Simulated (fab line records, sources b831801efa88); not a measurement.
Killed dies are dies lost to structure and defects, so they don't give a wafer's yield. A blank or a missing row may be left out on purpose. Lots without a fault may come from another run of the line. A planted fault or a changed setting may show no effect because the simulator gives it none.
Chamber matching | flow gf180mcu | GF_V3_CMP_04 on cmp-01: 4 sister chambers
The step polishes SiO2. 4 wafers are shown with their chamber, then 9 later ones without.

WAFERS WITH THEIR CHAMBER
wafer  | chamber | motor_current_A (A)
L545.4 | 1       | 9.5
L550.3 | 0       | 13.8
L550.5 | 3       | 13.1
L550.6 | 2       | 13.8

WAFERS WITHOUT THEIR CHAMBER
wafer  | motor_current_A (A)
L554.1 | 13.3
L554.2 | 9.7
L554.5 | 13.1
L557.1 | 12.3
L557.2 | 13.2
L557.5 | 14.2
L562.4 | 12.6
L562.5 | 13.2
L562.6 | 13.0

WHICH CHAMBER EACH WENT THROUGH
wafer  | from the rows above          | in truth
L554.1 | can't be placed: 3 or 0 or 2 | 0
L554.2 | 1                            | 1
L554.5 | can't be placed: 3 or 0 or 2 | 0
L557.1 | can't be placed: 3 or 0 or 2 | 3
L557.2 | can't be placed: 3 or 0 or 2 | 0
L557.5 | can't be placed: 0 or 2 or 3 | 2
L562.4 | can't be placed: 3 or 0 or 2 | 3
L562.5 | can't be placed: 3 or 0 or 2 | 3
L562.6 | can't be placed: 3 or 0 or 2 | 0
Placed correctly: 1 of 9. Can't be placed from these rows: 8 (the true chamber is among the candidates in 8). Placed wrongly: 0.
How it was worked out, from the rows above alone: a wafer's distance from a chamber is the root of the sum, over the readings, of the square of ((its reading less the chamber's mean) divided by the reading's scatter). The wafer belongs to the nearest chamber; if the next one is less than 2 further off, it can't be placed. A chamber's mean is the mean of its shown wafers. The scatter: with one shown wafer a chamber, the root of the mean of the squares of how far each hidden wafer lies from its nearest shown one.
